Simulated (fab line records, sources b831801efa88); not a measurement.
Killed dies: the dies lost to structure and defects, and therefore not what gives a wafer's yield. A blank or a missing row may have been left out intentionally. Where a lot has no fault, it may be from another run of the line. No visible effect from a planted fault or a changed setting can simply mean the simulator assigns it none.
fab line records	flow gf180mcu	part 1 of 2: steps 1 to 34 of 44
record: lots: 5	wafers: 15	lastDay: 34
route steps=602 shown VT_IMPLANT@97 MVSD@136 NWELL@137 LVPWELL@138 MVPSD@139
lots that met no fault: from a run of the same line without faults
startH: the number of hours between the record's first day and the start of the first shown wafer of the lot	waitH: how many hours have passed since the lot's step before this one	" the same as in the row above	L1.1+2: one row covering several wafers at once	- no value, or no start given	* or withheld: withheld	< > ~ a bound
route shown NAME@n: a module of which the file shows steps, and the number in the route of the first	usual: the fault-free wafers' mean and standard deviation	same: alike in all rows	chamber/n: place in a boat	sites: readings site by site	_std_site: their standard deviation	_edge_site: mean of outer sites minus mean of inner sites	radiusMm: how far each site lies from the wafer's centre	mask NAME#n: copy n	behind: the tool/chamber that last shaped the wafer	hold: cause of the lot's hold/its duration in hours/its outcome	device: transistor that didn't switch, given as n, p or np	end of line: the same wafers' tests at the end of the route	step lacking rows: just its recipe	killed: dies that structure and defects cost at the first sort, which is not the same as the wafer's yield	map: per-die view of a wafer (x killed, . not killed, _ where there is no die)
set.NAME: setting as actually run; set.NAME@STEP: the setting as run at that earlier step	model.NAME: the simulator's own value behind a step, which no gauge read
a table for each step, a row for each wafer; lots at some steps of the route
services: the hour from which a tool's chamber was out of use, counted from the record's first day as startH (under 0 if before that day), plus the number of hours and why
== steps ==
step: GF_VT_IMPLANT_OVL_MEAS_07
usual: VT_IMPLANT_OVL: -0.7/1.3
lot.wafer	tool	chamber	startH	waitH	VT_IMPLANT_OVL[nm]
L074.4	overlay-02	-	93.82	0.1	-2.7
L074.5	"	-	"	"	-0.3
L074.6	"	-	"	"	-1.8
L075.4	overlay-02	-	101.09	0.1	-2.0
L075.5	"	-	"	"	-2.7
L075.6	"	-	"	"	-2.8
L076.1	overlay-02	-	110.45	0.1	-0.1
L076.3	"	-	"	"	-1.2
L076.6	"	-	"	"	0.7
L079.1	overlay-01	-	126.43	0.1	-0.6
L079.3	"	-	"	"	1.7
L079.4	"	-	"	"	-0.3
L097.1	overlay-02	-	256.87	0.1	-1.6
L097.3	"	-	"	"	0.4
L097.5	"	-	"	"	-0.7
step: GF_VT_IMPLANT_IMPLANT_08
recipe: species: BF2	energyKev: 20	doseCm2: 8.29e+12	tiltDeg: 7
usual: tiltDeg: 7.001/0.02
lot.wafer	tool	chamber	startH	waitH	tiltDeg
L074.4	implanter-03	0	93.92	0.1	7.013
L074.5	"	0	"	"	6.994
L074.6	"	0	"	"	7.019
L075.4	implanter-01	0	101.19	0.1	6.999
L075.5	"	0	"	"	7.012
L075.6	"	0	"	"	6.990
L076.1	implanter-01	0	110.49	0.0	6.988
L076.3	"	0	"	"	6.984
L076.6	"	0	"	"	6.980
L079.1	implanter-02	0	126.46	0.0	6.986
L079.3	"	0	"	"	7.009
L079.4	"	0	"	"	6.979
L097.1	implanter-02	0	256.91	0.0	7.012
L097.3	"	0	"	"	6.979
L097.5	"	0	"	"	7.019
step: GF_VT_IMPLANT_STRIP_09
recipe: chemistry: O2/N2	powerW: 1400	pressureMtorr: 1500	platenTempC: 250	o2FlowSccm: 3000	n2FlowSccm: 300	overashFraction: 0.5
usual: drypumpMotorCurrentA: 5.82/0.29	heaterPowerW: 307/28	oesProductAu: 0.716/0.0043	stripTimeToEndpointS: 12.65/0.036
lot.wafer	tool	chamber	startH	waitH	drypumpMotorCurrentA	heaterPowerW	oesProductAu	rfHoursCounterH	stripTimeToEndpointS
L074.4	plasmaAsher-02	1	94.02	0.1	6.13	335	0.728	-	12.64
L074.5	"	1	"	"	6.15	339	0.716	-	12.68
L074.6	"	0	"	"	5.84	301	0.718	-	12.67
L075.4	plasmaAsher-01	0	101.30	0.1	5.36	337	0.716	-	12.59
L075.5	"	0	"	"	5.34	339	0.729	-	12.62
L075.6	"	1	"	"	6.03	300	0.710	-	12.65
L076.1	plasmaAsher-03	1	110.64	0.1	5.37	258	0.707	20	12.72
L076.3	"	1	"	"	5.33	262	0.720	-	12.67
L076.6	"	1	"	"	5.31	259	0.720	-	12.69
L079.1	plasmaAsher-01	0	126.61	0.1	5.36	334	0.720	1	12.69
L079.3	"	0	"	"	5.36	339	0.713	-	12.65
L079.4	"	1	"	"	6.02	298	0.724	-	12.68
L097.1	plasmaAsher-02	1	257.06	0.1	6.15	335	0.712	70	12.61
L097.3	"	0	"	"	5.89	299	0.718	-	12.62
L097.5	"	1	"	"	6.14	330	0.715	-	12.60
step: GF_VT_IMPLANT_TW_MEAS_10
usual: VT_IMPLANT_TW: 561/4.7
lot.wafer	tool	chamber	startH	waitH	VT_IMPLANT_TW
L074.4	filmMetro-01	-	94.12	0.1	564
L074.5	"	-	"	"	564
L074.6	"	-	"	"	560
L075.4	filmMetro-04	-	101.39	0.1	567
L075.5	"	-	"	"	561
L075.6	"	-	"	"	567
L076.1	filmMetro-02	-	110.74	0.1	562
L076.3	"	-	"	"	561
L076.6	"	-	"	"	560
L079.1	filmMetro-02	-	126.71	0.1	555
L079.3	"	-	"	"	558
L079.4	"	-	"	"	556
L097.1	filmMetro-02	-	257.16	0.1	559
L097.3	"	-	"	"	556
L097.5	"	-	"	"	559
step: GF_VT_IMPLANT_DEHYDRATE_11
recipe: tempC: 200	timeS: 60
lot.wafer	tool	chamber	startH	waitH
L074.4+5+6	lithoTrack-01	0	100.25	6.1
L075.4+5+6	lithoTrack-04	0	107.81	6.4
L076.1+3+6	lithoTrack-01	0	117.53	6.8
L079.1+3+4	lithoTrack-04	0	133.94	7.2
L097.1+3+5	lithoTrack-04	0	265.69	8.5
step: GF_VT_IMPLANT_HMDS_12
recipe: primeTimeS: 60	primeTempC: 120
lot.wafer	tool	chamber	startH	waitH
L074.4+5+6	lithoTrack-01	0	100.40	0.1
L075.4+5+6	lithoTrack-04	0	107.96	0.1
L076.1+3+6	lithoTrack-01	0	117.68	0.1
L079.1+3+4	lithoTrack-04	0	134.09	0.1
L097.1+3+5	lithoTrack-04	0	265.84	0.1
step: GF_VT_IMPLANT_COAT_13
recipe: resist: NOVOLAK	spinRpm: 3000	resistThkNm: 1000
lot.wafer	tool	chamber	startH	waitH
L074.4+5+6	lithoTrack-01	0	100.55	0.1
L075.4+5+6	lithoTrack-04	0	108.11	0.1
L076.1+3+6	lithoTrack-01	0	117.83	0.1
L079.1+3+4	lithoTrack-04	0	134.24	0.1
L097.1+3+5	lithoTrack-04	0	265.99	0.1
step: GF_VT_IMPLANT_SOFTBAKE_14
recipe: tempC: 90	timeS: 60	resist: NOVOLAK
lot.wafer	tool	chamber	startH	waitH
L074.4+5+6	lithoTrack-01	0	100.70	0.1
L075.4+5+6	lithoTrack-04	0	108.26	0.1
L076.1+3+6	lithoTrack-01	0	117.98	0.1
L079.1+3+4	lithoTrack-04	0	134.39	0.1
L097.1+3+5	lithoTrack-04	0	266.14	0.1
step: GF_VT_IMPLANT_EXPOSE_15
recipe: maskId: Nwell_LV_AREA	targetCdNm: 860	na: 0.6	sourceShape: conventional	sigmaOuter: 0.6	doseMj: 140
lot.wafer	tool	chamber	startH	waitH	mask
L074.4+5+6	ilineStepper-02	0	-	-	Nwell_LV_AREA#0
L075.4+5+6	ilineStepper-02	0	-	-	Nwell_LV_AREA#0
L076.1+3+6	ilineStepper-02	0	-	-	Nwell_LV_AREA#0
L079.1+3+4	ilineStepper-02	0	-	-	Nwell_LV_AREA#0
L097.1+3+5	ilineStepper-01	0	-	-	Nwell_LV_AREA#0
step: GF_VT_IMPLANT_PEB_16
recipe: tempC: withheld	timeS: *	resist: NOVOLAK
lot.wafer	tool	chamber	startH	waitH
L074.4+5+6	lithoTrack-02	0	-	-
L075.4+5+6	lithoTrack-02	0	-	-
L076.1+3+6	lithoTrack-04	0	-	-
L079.1+3+4	lithoTrack-01	0	-	-
L097.1+3+5	lithoTrack-01	0	-	-
step: GF_VT_IMPLANT_DEVELOP_17
recipe: developTimeS: 60	devTempC: 23
lot.wafer	tool	chamber	startH	waitH
L074.4+5+6	lithoTrack-02	0	107.93	0.1
L075.4+5+6	lithoTrack-02	0	115.18	0.1
L076.1+3+6	lithoTrack-04	0	125.34	0.1
L079.1+3+4	lithoTrack-01	0	142.13	0.1
L097.1+3+5	lithoTrack-01	0	275.87	0.1
step: GF_VT_IMPLANT_OVL_MEAS_18
usual: VT_IMPLANT_01_OVL: -0.2/0.92
lot.wafer	tool	chamber	startH	waitH	VT_IMPLANT_01_OVL[nm]
L074.4	overlay-01	-	108.02	0.1	2.0
L074.5	"	-	"	"	-0.3
L074.6	"	-	"	"	2.4
L075.4	overlay-02	-	115.27	0.1	-0.7
L075.5	"	-	"	"	-0.3
L075.6	"	-	"	"	-1.1
L076.1	overlay-02	-	125.49	0.1	-0.5
L076.3	"	-	"	"	-1.1
L076.6	"	-	"	"	-0.5
L079.1	overlay-02	-	142.28	0.1	-0.6
L079.3	"	-	"	"	-0.2
L079.4	"	-	"	"	-0.3
L097.1	overlay-01	-	276.02	0.1	0.7
L097.3	"	-	"	"	1.3
L097.5	"	-	"	"	1.1
step: GF_VT_IMPLANT_IMPLANT_19
recipe: species: As	energyKev: 100	doseCm2: 4.35e+12	tiltDeg: 7
usual: tiltDeg: 6.998/0.019
lot.wafer	tool	chamber	startH	waitH	tiltDeg
L074.4	implanter-01	0	108.11	0.1	6.981
L074.5	"	0	"	"	7.013
L074.6	"	0	"	"	7.000
L075.4	implanter-02	0	115.36	0.1	6.978
L075.5	"	0	"	"	6.981
L075.6	"	0	"	"	6.973
L076.1	implanter-02	0	125.52	0.0	6.981
L076.3	"	0	"	"	7.008
L076.6	"	0	"	"	7.021
L079.1	implanter-02	0	142.31	0.0	7.014
L079.3	"	0	"	"	7.014
L079.4	"	0	"	"	7.006
L097.1	implanter-03	0	276.06	0.0	7.002
L097.3	"	0	"	"	6.981
L097.5	"	0	"	"	6.984
step: GF_VT_IMPLANT_STRIP_20
recipe: chemistry: O2/N2	powerW: 1400	pressureMtorr: 1500	platenTempC: 250	o2FlowSccm: 3000	n2FlowSccm: 300	overashFraction: 0.5
usual: drypumpMotorCurrentA: 5.79/0.3	heaterPowerW: 301/31	oesProductAu: 0.716/0.005	stripTimeToEndpointS: 12.65/0.043
lot.wafer	tool	chamber	startH	waitH	drypumpMotorCurrentA	heaterPowerW	oesProductAu	rfHoursCounterH	stripTimeToEndpointS
L074.4	plasmaAsher-03	1	108.22	0.1	5.37	257	0.728	-	12.63
L074.5	"	0	"	"	5.82	260	0.706	-	12.69
L074.6	"	1	"	"	5.37	260	0.718	-	12.69
L075.4	plasmaAsher-02	1	115.47	0.1	6.12	335	0.715	-	12.69
L075.5	"	0	"	"	5.85	307	0.719	-	12.69
L075.6	"	1	"	"	6.14	333	0.715	-	12.65
L076.1	plasmaAsher-01	1	125.67	0.1	6.01	294	0.717	1	12.72
L076.3	"	0	"	"	5.35	330	0.721	-	12.68
L076.6	"	1	"	"	6.02	286	0.712	-	12.66
L079.1	plasmaAsher-02	0	142.46	0.1	5.91	305	0.718	57	12.60
L079.3	"	0	"	"	5.88	311	0.719	-	12.61
L079.4	"	1	"	"	6.14	332	0.717	-	12.62
L097.1	plasmaAsher-03	1	276.21	0.1	5.39	261	0.719	36	12.59
L097.3	"	1	"	"	5.35	262	0.720	-	12.68
L097.5	"	1	"	"	5.36	258	0.724	-	12.63
step: GF_VT_IMPLANT_TW_MEAS_21
usual: VT_IMPLANT_2_TW: 1209/9.5
lot.wafer	tool	chamber	startH	waitH	VT_IMPLANT_2_TW
L074.4	filmMetro-02	-	108.32	0.1	1207
L074.5	"	-	"	"	1209
L074.6	"	-	"	"	1214
L075.4	filmMetro-01	-	115.57	0.1	1205
L075.5	"	-	"	"	1213
L075.6	"	-	"	"	1211
L076.1	filmMetro-01	-	125.77	0.1	1208
L076.3	"	-	"	"	1213
L076.6	"	-	"	"	1215
L079.1	filmMetro-02	-	142.56	0.1	1197
L079.3	"	-	"	"	1191
L079.4	"	-	"	"	1197
L097.1	filmMetro-02	-	276.31	0.1	1203
L097.3	"	-	"	"	1198
L097.5	"	-	"	"	1203
step: GF_VT_IMPLANT_DEHYDRATE_22
recipe: tempC: 200	timeS: 60
lot.wafer	tool	chamber	startH	waitH
L074.4+5+6	lithoTrack-01	0	114.80	6.5
L075.4+5+6	lithoTrack-01	0	122.80	7.2
L076.1+3+6	lithoTrack-01	0	132.78	7.0
L079.1+3+4	lithoTrack-04	0	149.04	6.5
L097.1+3+5	lithoTrack-01	0	285.37	9.1
step: GF_VT_IMPLANT_HMDS_23
recipe: primeTimeS: 60	primeTempC: 120
lot.wafer	tool	chamber	startH	waitH
L074.4+5+6	lithoTrack-01	0	114.95	0.1
L075.4+5+6	lithoTrack-01	0	122.95	0.1
L076.1+3+6	lithoTrack-01	0	132.93	0.1
L079.1+3+4	lithoTrack-04	0	149.19	0.1
L097.1+3+5	lithoTrack-01	0	285.52	0.1
step: GF_VT_IMPLANT_COAT_24
recipe: resist: NOVOLAK	spinRpm: 3000	resistThkNm: 1000
lot.wafer	tool	chamber	startH	waitH
L074.4+5+6	lithoTrack-01	0	115.10	0.1
L075.4+5+6	lithoTrack-01	0	123.10	0.1
L076.1+3+6	lithoTrack-01	0	133.08	0.1
L079.1+3+4	lithoTrack-04	0	149.34	0.1
L097.1+3+5	lithoTrack-01	0	285.67	0.1
step: GF_VT_IMPLANT_SOFTBAKE_25
recipe: tempC: 90	timeS: 60	resist: NOVOLAK
lot.wafer	tool	chamber	startH	waitH
L074.4+5+6	lithoTrack-01	0	115.25	0.1
L075.4+5+6	lithoTrack-01	0	123.25	0.1
L076.1+3+6	lithoTrack-01	0	133.23	0.1
L079.1+3+4	lithoTrack-04	0	149.49	0.1
L097.1+3+5	lithoTrack-01	0	285.82	0.1
step: GF_VT_IMPLANT_EXPOSE_26
recipe: maskId: LVPWELL_HV_AREA	targetCdNm: 860	na: 0.6	sourceShape: conventional	sigmaOuter: 0.6	doseMj: 140
lot.wafer	tool	chamber	startH	waitH	mask
L074.4+5+6	ilineStepper-02	0	-	-	LVPWELL_HV_AREA#0
L075.4+5+6	ilineStepper-02	0	-	-	LVPWELL_HV_AREA#0
L076.1+3+6	ilineStepper-02	0	-	-	LVPWELL_HV_AREA#0
L079.1+3+4	ilineStepper-02	0	-	-	LVPWELL_HV_AREA#0
L097.1+3+5	ilineStepper-02	0	-	-	LVPWELL_HV_AREA#0
step: GF_VT_IMPLANT_PEB_27
recipe: tempC: withheld	timeS: *	resist: NOVOLAK
lot.wafer	tool	chamber	startH	waitH
L074.4+5+6	lithoTrack-04	0	-	-
L075.4+5+6	lithoTrack-04	0	-	-
L076.1+3+6	lithoTrack-04	0	-	-
L079.1+3+4	lithoTrack-01	0	-	-
L097.1+3+5	lithoTrack-02	0	-	-
step: GF_VT_IMPLANT_DEVELOP_28
recipe: developTimeS: 60	devTempC: 23
lot.wafer	tool	chamber	startH	waitH
L074.4+5+6	lithoTrack-04	0	122.76	0.1
L075.4+5+6	lithoTrack-04	0	130.31	0.1
L076.1+3+6	lithoTrack-04	0	140.94	0.1
L079.1+3+4	lithoTrack-01	0	157.33	0.1
L097.1+3+5	lithoTrack-02	0	295.75	0.1
step: GF_VT_IMPLANT_OVL_MEAS_29
usual: VT_IMPLANT_02_OVL: -1.0/1.5
lot.wafer	tool	chamber	startH	waitH	VT_IMPLANT_02_OVL[nm]
L074.4	overlay-01	-	122.86	0.1	1.6
L074.5	"	-	"	"	0.5
L074.6	"	-	"	"	-0.5
L075.4	overlay-01	-	130.41	0.1	-0.4
L075.5	"	-	"	"	-0.2
L075.6	"	-	"	"	0.5
L076.1	overlay-01	-	141.09	0.1	-0.5
L076.3	"	-	"	"	0.2
L076.6	"	-	"	"	-1.2
L079.1	overlay-02	-	157.48	0.1	-2.5
L079.3	"	-	"	"	-2.7
L079.4	"	-	"	"	-3.2
L097.1	overlay-01	-	295.90	0.1	-0.4
L097.3	"	-	"	"	-2.2
L097.5	"	-	"	"	-2.4
step: GF_VT_IMPLANT_IMPLANT_30
recipe: species: B	energyKev: 25	doseCm2: 2.534e+12	tiltDeg: 7
usual: tiltDeg: 6.998/0.022
lot.wafer	tool	chamber	startH	waitH	tiltDeg
L074.4	implanter-03	0	122.95	0.1	7.002
L074.5	"	0	"	"	6.990
L074.6	"	0	"	"	7.021
L075.4	implanter-03	0	130.50	0.1	7.007
L075.5	"	0	"	"	6.995
L075.6	"	0	"	"	7.021
L076.1	implanter-02	0	141.12	0.0	7.040
L076.3	"	0	"	"	7.011
L076.6	"	0	"	"	7.011
L079.1	implanter-02	0	157.51	0.0	6.985
L079.3	"	0	"	"	7.011
L079.4	"	0	"	"	7.005
L097.1	implanter-01	0	295.94	0.0	7.008
L097.3	"	0	"	"	7.008
L097.5	"	0	"	"	7.022
step: GF_VT_IMPLANT_STRIP_31
recipe: chemistry: O2/N2	powerW: 1400	pressureMtorr: 1500	platenTempC: 250	o2FlowSccm: 3000	n2FlowSccm: 300	overashFraction: 0.5
usual: drypumpMotorCurrentA: 5.80/0.3	heaterPowerW: 307/30	oesProductAu: 0.715/0.0046	stripTimeToEndpointS: 12.65/0.031
lot.wafer	tool	chamber	startH	waitH	drypumpMotorCurrentA	heaterPowerW	oesProductAu	rfHoursCounterH	stripTimeToEndpointS
L074.4	plasmaAsher-01	1	123.06	0.1	6.00	305	0.707	-	12.72
L074.5	"	0	"	"	5.36	331	0.724	-	12.69
L074.6	"	1	"	"	6.00	294	0.714	-	12.72
L075.4	plasmaAsher-02	1	130.61	0.1	6.11	336	0.710	-	12.64
L075.5	"	1	"	"	6.10	335	0.715	-	12.67
L075.6	"	0	"	"	5.84	317	0.721	-	12.63
L076.1	plasmaAsher-02	1	141.27	0.1	6.14	332	0.717	57	12.68
L076.3	"	1	"	"	6.14	333	0.722	-	12.66
L076.6	"	0	"	"	5.87	317	0.715	-	12.65
L079.1	plasmaAsher-01	0	157.66	0.1	5.34	348	0.716	4	12.64
L079.3	"	1	"	"	5.99	299	0.718	-	12.62
L079.4	"	0	"	"	5.39	343	0.715	-	12.66
L097.1	plasmaAsher-01	0	296.09	0.1	5.36	338	0.711	18	12.71
L097.3	"	0	"	"	5.40	344	0.713	-	12.67
L097.5	"	1	"	"	6.00	305	0.716	-	12.65
step: GF_VT_IMPLANT_TW_MEAS_32
usual: VT_IMPLANT_3_TW: 267.9/2.1
lot.wafer	tool	chamber	startH	waitH	VT_IMPLANT_3_TW
L074.4	filmMetro-04	-	123.15	0.1	269.5
L074.5	"	-	"	"	268.7
L074.6	"	-	"	"	270.1
L075.4	filmMetro-02	-	130.70	0.1	264.1
L075.5	"	-	"	"	265.6
L075.6	"	-	"	"	264.5
L076.1	filmMetro-01	-	141.37	0.1	268.3
L076.3	"	-	"	"	267.4
L076.6	"	-	"	"	267.5
L079.1	filmMetro-02	-	157.76	0.1	268.7
L079.3	"	-	"	"	265.8
L079.4	"	-	"	"	267.1
L097.1	filmMetro-04	-	296.19	0.1	270.2
L097.3	"	-	"	"	269.8
L097.5	"	-	"	"	271.3
step: GF_VT_IMPLANT_DEHYDRATE_33
recipe: tempC: 200	timeS: 60
lot.wafer	tool	chamber	startH	waitH
L074.4+5+6	lithoTrack-04	0	129.56	6.4
L075.4+5+6	lithoTrack-01	0	138.00	7.3
L076.1+3+6	lithoTrack-02	0	148.25	6.9
L079.1+3+4	lithoTrack-01	0	164.83	7.1
L097.1+3+5	lithoTrack-01	0	304.87	8.7
step: GF_VT_IMPLANT_HMDS_34
recipe: primeTimeS: 60	primeTempC: 120
lot.wafer	tool	chamber	startH	waitH
L074.4+5+6	lithoTrack-04	0	129.71	0.1
L075.4+5+6	lithoTrack-01	0	138.15	0.1
L076.1+3+6	lithoTrack-02	0	148.40	0.1
L079.1+3+4	lithoTrack-01	0	164.98	0.1
L097.1+3+5	lithoTrack-01	0	305.02	0.1
step: GF_VT_IMPLANT_COAT_35
recipe: resist: NOVOLAK	spinRpm: 3000	resistThkNm: 1000
lot.wafer	tool	chamber	startH	waitH
L074.4+5+6	lithoTrack-04	0	129.86	0.1
L075.4+5+6	lithoTrack-01	0	138.30	0.1
L076.1+3+6	lithoTrack-02	0	148.55	0.1
L079.1+3+4	lithoTrack-01	0	165.13	0.1
L097.1+3+5	lithoTrack-01	0	305.17	0.1
step: GF_VT_IMPLANT_SOFTBAKE_36
recipe: tempC: 90	timeS: 60	resist: NOVOLAK
lot.wafer	tool	chamber	startH	waitH
L074.4+5+6	lithoTrack-04	0	130.01	0.1
L075.4+5+6	lithoTrack-01	0	138.45	0.1
L076.1+3+6	lithoTrack-02	0	148.70	0.1
L079.1+3+4	lithoTrack-01	0	165.28	0.1
L097.1+3+5	lithoTrack-01	0	305.32	0.1
step: GF_VT_IMPLANT_EXPOSE_37
recipe: maskId: Nwell_HV_AREA	targetCdNm: 860	na: 0.6	sourceShape: conventional	sigmaOuter: 0.6	doseMj: 140
lot.wafer	tool	chamber	startH	waitH	mask
L074.4+5+6	ilineStepper-02	0	-	-	Nwell_HV_AREA#0
L075.4+5+6	ilineStepper-02	0	-	-	Nwell_HV_AREA#0
L076.1+3+6	ilineStepper-01	0	-	-	Nwell_HV_AREA#0
L079.1+3+4	ilineStepper-02	0	-	-	Nwell_HV_AREA#0
L097.1+3+5	ilineStepper-02	0	-	-	Nwell_HV_AREA#0
step: GF_VT_IMPLANT_PEB_38
recipe: tempC: withheld	timeS: *	resist: NOVOLAK
lot.wafer	tool	chamber	startH	waitH
L074.4+5+6	lithoTrack-01	0	-	-
L075.4+5+6	lithoTrack-04	0	-	-
L076.1+3+6	lithoTrack-04	0	-	-
L079.1+3+4	lithoTrack-01	0	-	-
L097.1+3+5	lithoTrack-04	0	-	-
step: GF_VT_IMPLANT_DEVELOP_39
recipe: developTimeS: 60	devTempC: 23
lot.wafer	tool	chamber	startH	waitH
L074.4+5+6	lithoTrack-01	0	137.85	0.1
L075.4+5+6	lithoTrack-04	0	144.66	0.1
L076.1+3+6	lithoTrack-04	0	156.49	0.1
L079.1+3+4	lithoTrack-01	0	173.37	0.1
L097.1+3+5	lithoTrack-04	0	315.64	0.1
step: GF_VT_IMPLANT_OVL_MEAS_40
usual: VT_IMPLANT_03_OVL: -0.8/1.4
lot.wafer	tool	chamber	startH	waitH	VT_IMPLANT_03_OVL[nm]
L074.4	overlay-02	-	137.94	0.1	-2.3
L074.5	"	-	"	"	-3.1
L074.6	"	-	"	"	-0.7
L075.4	overlay-01	-	144.76	0.1	-0.1
L075.5	"	-	"	"	-1.5
L075.6	"	-	"	"	0.7
L076.1	overlay-02	-	156.64	0.1	-2.5
L076.3	"	-	"	"	-2.2
L076.6	"	-	"	"	-1.7
L079.1	overlay-01	-	173.52	0.1	0.9
L079.3	"	-	"	"	-2.2
L079.4	"	-	"	"	-0.9
L097.1	overlay-01	-	315.79	0.1	-1.7
L097.3	"	-	"	"	-0.4
L097.5	"	-	"	"	-1.6
